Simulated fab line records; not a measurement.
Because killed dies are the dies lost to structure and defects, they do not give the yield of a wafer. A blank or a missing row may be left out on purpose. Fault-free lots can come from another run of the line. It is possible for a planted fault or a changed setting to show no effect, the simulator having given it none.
fab line records + flow sky130
record:
- lots: 6
- wafers: 16
- lastDay: 50
route steps=708 shown LDD_N@249 LDD_P@255 PAD_OPEN@708
lots untouched by any fault: they come from a run of this same line in which no faults occurred
startH: hours from the record's first day to the start of the lot's first wafer shown + waitH: hours since the lot's step before + " unchanged from the row above + L1.1+2: a single row standing in for several wafers + - no value, or no start was given + * or withheld: withheld + < > ~ a bound
route shown NAME@n: names a module that has steps shown in the file, with the first one's number in the route + usual: mean/standard deviation of fault-free wafers + same: alike in all rows + chamber/n: place in a boat + sites: per-site readings + _std_site: standard deviation across them + _edge_site: the outer-site mean with the inner-site mean subtracted + radiusMm: how far each site lies from the wafer's centre + mask NAME#n: copy n + behind: the last tool/chamber to shape the wafer + hold: reason for holding the lot/hours on hold/outcome of the hold + device: names the non-switching transistor (n, p or np) + end of line: the same wafers' tests at the end of the route + a step without rows: its recipe alone + killed: the dies lost at the first sort to structure and to defects; this is not the yield of the wafer + map: per-die view of a wafer (x killed, . not killed, _ where there is no die)
set.NAME: the setting the step ran with; set.NAME@STEP: the setting that earlier step ran with + model.NAME: the simulator's own value behind a step, which no gauge read
lots at selected steps of the route; one table per step, one row per wafer
== steps ==
step: SKY_LDD_N_IMPLANT_12
recipe:
- species: BF2
- energyKev: 50
- doseCm2: 5e+12
- tiltDeg: 30
- rotationDeg: 0
step: SKY_LDD_N_IMPLANT_13
recipe:
- species: BF2
- energyKev: 50
- doseCm2: 5e+12
- tiltDeg: 30
- rotationDeg: 90
step: SKY_LDD_N_IMPLANT_14
recipe:
- species: BF2
- energyKev: 50
- doseCm2: 5e+12
- tiltDeg: 30
- rotationDeg: 180
step: SKY_LDD_N_IMPLANT_15
recipe:
- species: BF2
- energyKev: 50
- doseCm2: 5e+12
- tiltDeg: 30
- rotationDeg: 270
step: SKY_LDD_N_STRIP_16
recipe:
- chemistry: O2/N2
- powerW: 1400
- pressureMtorr: 1500
- platenTempC: withheld
- o2FlowSccm: 3000
- n2FlowSccm: 300
- overashFraction: 0.5
usual:
- drypumpMotorCurrentA: 5.8/0.6
- oesProductAu: 0.408/0.0046
- stripTimeToEndpointS: 4.317/0.016
| lot.wafer | tool           | chamber | startH | waitH | drypumpMotorCurrentA | oesProductAu | rfHoursCounterH | stripTimeToEndpointS |
|-----------|----------------|---------|--------|-------|----------------------|--------------|-----------------|----------------------|
| L661.3    | plasmaAsher-02 | 0       | 538.92 | 0.1   | 6.7                  | 0.409        | -               | 4.308                |
| L661.4    | "              | 1       | "      | "     | 5.3                  | 0.407        | -               | 4.314                |
| L661.5    | "              | 0       | "      | "     | 6.7                  | 0.411        | -               | 4.289                |
| L662.1    | plasmaAsher-02 | 1       | 540.53 | 0.1   | 5.3                  | 0.407        | 74              | 4.309                |
| L662.5    | "              | 1       | "      | "     | 5.4                  | 0.406        | -               | 4.314                |
| L662.6    | "              | 0       | "      | "     | 6.7                  | 0.402        | -               | 4.318                |
| L670.1    | plasmaAsher-02 | 1       | 548.95 | 0.1   | 5.4                  | 0.406        | 75              | 4.294                |
| L670.5    | "              | 1       | "      | "     | 5.4                  | 0.410        | -               | 4.307                |
| L669.5    | plasmaAsher-02 | 1       | 549.46 | 0.1   | 5.3                  | 0.414        | -               | 4.321                |
| L669.6    | "              | 0       | "      | "     | 6.8                  | 0.398        | -               | 4.334                |
| L675.1    | plasmaAsher-01 | 0       | 564.24 | 0.1   | 5.3                  | 0.405        | 44              | 4.298                |
| L675.3    | "              | 0       | "      | "     | 5.3                  | 0.414        | -               | 4.313                |
| L675.4    | "              | 1       | "      | "     | 5.6                  | 0.413        | -               | 4.300                |
| L678.1    | plasmaAsher-01 | 0       | 580.14 | 0.1   | 5.3                  | 0.401        | 46              | 4.336                |
| L678.3    | "              | 0       | "      | "     | 5.3                  | 0.412        | -               | 4.337                |
| L678.6    | "              | 1       | "      | "     | 5.6                  | 0.408        | -               | 4.313                |
step: SKY_LDD_N_TW_MEAS_17
usual:
- LDD_N_TW: 2563/20
| lot.wafer | tool         | chamber | startH | waitH | LDD_N_TW |
|-----------|--------------|---------|--------|-------|----------|
| L661.3    | filmMetro-02 | -       | 539.00 | 0.1   | 2562     |
| L661.4    | "            | -       | "      | "     | 2556     |
| L661.5    | "            | -       | "      | "     | 2559     |
| L662.1    | filmMetro-03 | -       | 540.63 | 0.1   | 2594     |
| L662.5    | "            | -       | "      | "     | 2583     |
| L662.6    | "            | -       | "      | "     | 2592     |
| L670.1    | filmMetro-01 | -       | 549.05 | 0.1   | 2541     |
| L670.5    | "            | -       | "      | "     | 2541     |
| L669.5    | filmMetro-02 | -       | 549.53 | 0.0   | 2567     |
| L669.6    | "            | -       | "      | "     | 2558     |
| L675.1    | filmMetro-02 | -       | 564.34 | 0.1   | 2583     |
| L675.3    | "            | -       | "      | "     | 2594     |
| L675.4    | "            | -       | "      | "     | 2582     |
| L678.1    | filmMetro-01 | -       | 580.24 | 0.1   | 2548     |
| L678.3    | "            | -       | "      | "     | 2545     |
| L678.6    | "            | -       | "      | "     | 2555     |
step: SKY_LDD_P_DEHYDRATE_00
recipe:
- tempC: 200
- timeS: 60
step: SKY_LDD_P_HMDS_01
recipe:
- primeTimeS: 60
- primeTempC: 120
step: SKY_LDD_P_COAT_02
recipe:
- resist: NOVOLAK
- spinRpm: 3000
- resistThkNm: 1140
step: SKY_LDD_P_SOFTBAKE_03
recipe:
- tempC: 90
- timeS: 60
- resist: NOVOLAK
step: SKY_LDD_P_EXPOSE_04
recipe:
- maskId: PSDM
- na: 0.6
- sourceShape: conventional
- sigmaOuter: 0.6
- polarization: unpolarized
- targetCdNm: 380
- doseMj: 138
step: SKY_LDD_P_PEB_05
recipe:
- tempC: withheld
- timeS: *
- resist: NOVOLAK
step: SKY_LDD_P_DEVELOP_06
recipe:
- resist: NOVOLAK
- developer: TMAH
- developTimeS: 60
- devTempC: 23
| lot.wafer  | tool          | chamber | startH | waitH |
|------------|---------------|---------|--------|-------|
| L661.3+4+5 | lithoTrack-03 | 0       | 568.05 | 0.1   |
| L662.1+5+6 | lithoTrack-03 | 0       | 569.80 | 0.1   |
| L670.1+5   | lithoTrack-03 | 0       | 577.45 | 0.1   |
| L669.5+6   | lithoTrack-03 | 0       | 578.20 | 0.1   |
| L675.1+3+4 | lithoTrack-01 | 0       | 593.21 | 0.1   |
| L678.1+3+6 | lithoTrack-04 | 0       | 609.55 | 0.1   |
step: SKY_LDD_P_CD_MEAS_07
recipe:
- targetCdNm: 380
usual:
- cdNm: 380.5/2.2
| lot.wafer | tool     | chamber | startH | waitH | cdNm  |
|-----------|----------|---------|--------|-------|-------|
| L661.3    | cdSem-02 | -       | 568.19 | 0.1   | 381.9 |
| L661.4    | "        | -       | "      | "     | 379.1 |
| L661.5    | "        | -       | "      | "     | 379.6 |
| L662.1    | cdSem-01 | -       | 569.95 | 0.1   | 382.8 |
| L662.5    | "        | -       | "      | "     | 382.3 |
| L662.6    | "        | -       | "      | "     | 381.9 |
| L670.1    | cdSem-01 | -       | 577.60 | 0.1   | 400.5 |
| L670.5    | "        | -       | "      | "     | 397.7 |
| L669.5    | cdSem-01 | -       | 578.33 | 0.1   | 401.8 |
| L669.6    | "        | -       | "      | "     | 378.4 |
| L675.1    | cdSem-01 | -       | 593.36 | 0.1   | 373.7 |
| L675.3    | "        | -       | "      | "     | 376.3 |
| L675.4    | "        | -       | "      | "     | 376.5 |
| L678.1    | cdSem-01 | -       | 609.70 | 0.1   | 379.9 |
| L678.3    | "        | -       | "      | "     | 378.8 |
| L678.6    | "        | -       | "      | "     | 380.4 |
step: SKY_LDD_P_OVL_MEAS_08
usual:
- LDD_P_OVL: -0.1/1.2
| lot.wafer | tool       | chamber | startH | waitH | LDD_P_OVL[nm] |
|-----------|------------|---------|--------|-------|---------------|
| L661.3    | overlay-01 | -       | 568.29 | 0.1   | -1.6          |
| L661.4    | "          | -       | "      | "     | -1.3          |
| L661.5    | "          | -       | "      | "     | -0.9          |
| L662.1    | overlay-01 | -       | 570.07 | 0.1   | 0.3           |
| L662.5    | "          | -       | "      | "     | 0.6           |
| L662.6    | "          | -       | "      | "     | 1.1           |
| L670.1    | overlay-01 | -       | 577.72 | 0.1   | -0.8          |
| L670.5    | "          | -       | "      | "     | -0.1          |
| L669.5    | overlay-02 | -       | 578.40 | 0.0   | -0.5          |
| L669.6    | "          | -       | "      | "     | -1.2          |
| L675.1    | overlay-01 | -       | 593.48 | 0.1   | 1.5           |
| L675.3    | "          | -       | "      | "     | -0.1          |
| L675.4    | "          | -       | "      | "     | 1.4           |
| L678.1    | overlay-02 | -       | 609.84 | 0.1   | -0.9          |
| L678.3    | "          | -       | "      | "     | -0.6          |
| L678.6    | "          | -       | "      | "     | 1.2           |
step: SKY_PAD_OPEN_PROBE_99
usual:
- killed_at_M0_to_M3: 42/7.3
- killed_at_M4_up: 3.4/2
- killedAtContacts: 24/5.8
- killedAtFrontEnd: 15/4.6
- killedAtOther: 0.3/0.62
- killedDies: 84/9.8
- killedOpen: 47/6.9
- killedShort: 38/6.3
same:
- grossDies: 492
- killedAtBackSide: 0
| lot.wafer | tool      | chamber | startH  | waitH | killed_at_M0_to_M3 | killed_at_M4_up | killedAtContacts | killedAtFrontEnd | killedAtOther | killedDies | killedOpen | killedShort |
|-----------|-----------|---------|---------|-------|--------------------|-----------------|------------------|------------------|---------------|------------|------------|-------------|
| L662.1    | prober-01 | -       | 1165.87 | 0.1   | 45                 | 4               | 28               | 19               | 0             | 96         | 57         | 39          |
| L662.5    | prober-01 | -       | 1166.07 | 0.2   | 41                 | 3               | 28               | 14               | 0             | 86         | 46         | 40          |
| L662.6    | prober-01 | -       | 1166.12 | 0.2   | 26                 | 7               | 28               | 15               | 0             | 76         | 35         | 41          |
| L670.1    | prober-02 | -       | 1171.20 | 0.1   | 55                 | 1               | 18               | 8                | 0             | 82         | 40         | 42          |
| L670.5    | prober-02 | -       | 1171.40 | 0.2   | 49                 | 4               | 30               | 4                | 0             | 87         | 46         | 40          |
| L669.5    | prober-02 | -       | 1173.15 | 0.2   | 37                 | 2               | 17               | 9                | 0             | 65         | 33         | 32          |
| L678.1    | prober-01 | -       | 1189.01 | 0.1   | 41                 | 5               | 22               | 15               | 1             | 84         | 46         | 38          |
| L678.3    | prober-01 | -       | 1189.11 | 0.2   | 50                 | 1               | 21               | 14               | 0             | 86         | 57         | 29          |
| L678.6    | prober-01 | -       | 1189.26 | 0.2   | 51                 | 2               | 19               | 11               | 0             | 83         | 47         | 36          |
killed by level:class
L662.1 CONTACT:geometricParticle:open=15 VIA1:geometricParticle:open=11 VIA2:geometricParticle:open=8 VIA1:geometricParticle:short=7 CONTACT:geometricParticle:short=6 FIELD_ISO:geometricParticle:short=5 LI_CONTACT:geometricParticle:open=4 METAL2:geometricParticle:short=4
L662.5 VIA1:geometricParticle:open=10 CONTACT:geometricParticle:open=9 LI_CONTACT:geometricParticle:open=7 METAL2:geometricParticle:short=7 VIA3:geometricParticle:open=7 POLY_GATE:geometricParticle:open=5 METAL3:geometricParticle:short=5 FIELD_ISO:geometricParticle:short=4
L662.6 CONTACT:geometricParticle:open=9 LI_CONTACT:geometricParticle:open=6 VIA1:geometricParticle:open=6 FIELD_ISO:geometricParticle:short=5 METAL4:geometricParticle:short=5 FIELD_ISO:geometricParticle:open=4 LI_CONTACT:geometricParticle:short=4 CONTACT:geometricParticle:short=4
L670.1 VIA1:geometricParticle:open=11 VIA3:geometricParticle:open=10 CONTACT:geometricParticle:open=9 METAL2:geometricParticle:short=7 VIA2:geometricParticle:short=7 METAL1:geometricParticle:short=5 VIA2:geometricParticle:open=5 VIA1:geometricParticle:short=5
L670.5 VIA1:geometricParticle:open=12 CONTACT:geometricParticle:open=11 VIA2:geometricParticle:open=10 LOCAL_INTERCONNECT:geometricParticle:short=7 LI_CONTACT:geometricParticle:open=6 VIA3:geometricParticle:short=6 VIA1:geometricParticle:short=5 METAL1:geometricParticle:short=4
L669.5 VIA3:geometricParticle:open=8 VIA1:geometricParticle:open=7 LI_CONTACT:geometricParticle:open=6 METAL1:geometricParticle:short=5 CONTACT:geometricParticle:short=4 VIA2:geometricParticle:open=4 FIELD_ISO:geometricParticle:short=3 LOCAL_INTERCONNECT:geometricParticle:short=3
L678.1 CONTACT:geometricParticle:open=10 VIA1:geometricParticle:open=8 VIA2:geometricParticle:open=6 METAL3:geometricParticle:short=5 CONTACT:geometricParticle:short=5 METAL1:geometricParticle:short=5 VIA3:geometricParticle:open=5 FIELD_ISO:geometricParticle:short=4
L678.3 VIA2:geometricParticle:open=16 CONTACT:geometricParticle:open=10 VIA1:geometricParticle:short=9 VIA1:geometricParticle:open=9 FIELD_ISO:geometricParticle:open=5 LI_CONTACT:geometricParticle:open=5 VIA3:geometricParticle:open=5 CONTACT:geometricParticle:short=3
L678.6 VIA1:geometricParticle:open=14 VIA3:geometricParticle:open=9 LI_CONTACT:geometricParticle:open=7 VIA2:geometricParticle:open=7 CONTACT:geometricParticle:short=6 VIA1:geometricParticle:short=5 FIELD_ISO:geometricParticle:open=4 LOCAL_INTERCONNECT:geometricParticle:short=4
== key ==
firstSign:
- step: SKY_LDD_P_CD_MEAS_07
- reading: cdNm
- direction: up
- sigmas: 8.9
- usual: 380.5
- struck: 400.0
effect none on later readings
metAt SKY_LDD_P_DEVELOP_06
struckWafers L669.5,L670.1,L670.5
testerLeftOut L669,L670
onsetBetween 569.80 577.45
fault:
- kind: processParameterDrift
- tool: lithoTrack-03
- chamber: -
- onsetH: 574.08
- steps: SKY_LDD_P_DEVELOP_06
- channel: developTimeS
- offset: *
- shape: step
- endH: 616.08
- scope: struckWafersOnly
- actsIn: *
- stated: *
testerLeftOut: of these lots the tester's yield and bins aren't shown, on N5 and GAA mostly nor the transistor test; their killed dies are dies lost to structure and defects alone, not to doping, threshold or leakage, so they don't give the yield
